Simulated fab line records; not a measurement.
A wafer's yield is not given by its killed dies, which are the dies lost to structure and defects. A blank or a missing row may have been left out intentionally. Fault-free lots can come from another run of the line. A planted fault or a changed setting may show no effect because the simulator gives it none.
Chamber matching | flow sky130 | hdpcvd-02 running SKY_CONTACT_HDPCVD_02: 3 sister chambers
The step deposits SiO2, target thk 565 nm, time 94.2 s. 3 wafers are shown with their chamber, then 7 later ones without.

EACH WAFER AND ITS CHAMBER
wafer  | chamber | susceptor-temp-C (C)
L489.3 | 0       | 600.09
L493.1 | 1       | 599.64
L493.2 | 2       | 600.55

WAFERS MISSING THEIR CHAMBER
wafer  | susceptor-temp-C (C)
L493.5 | 600.08
L494.3 | 599.81
L494.5 | 600.40
L494.6 | 600.10
L498.1 | 600.21
L498.3 | 600.24
L498.6 | 599.84

WHICH CHAMBER EACH ONE RAN IN
wafer  | from the rows above     | in truth
L493.5 | 0                       | 0
L494.3 | can't be placed: 1 or 0 | 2
L494.5 | can't be placed: 2 or 0 | 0
L494.6 | 0                       | 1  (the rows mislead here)
L498.1 | can't be placed: 0 or 2 | 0
L498.3 | can't be placed: 0 or 2 | 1
L498.6 | can't be placed: 1 or 0 | 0
Placed correctly: 1 of 7. Unplaceable from these rows: 5, with the true chamber sitting among the candidates in 3. Number placed wrongly: 1.
How it was worked out, from the rows above alone: a wafer's distance from a chamber is the root of the sum, over the readings, of the square of ((its reading less the chamber's mean) divided by the reading's scatter). The wafer belongs to the nearest chamber; if the next one is less than 2 further off, it can't be placed. Each chamber's mean is taken over the wafers shown for it. The scatter (one wafer shown for each chamber): square how far every hidden wafer sits from the nearest shown wafer, average those squares and take the square root.
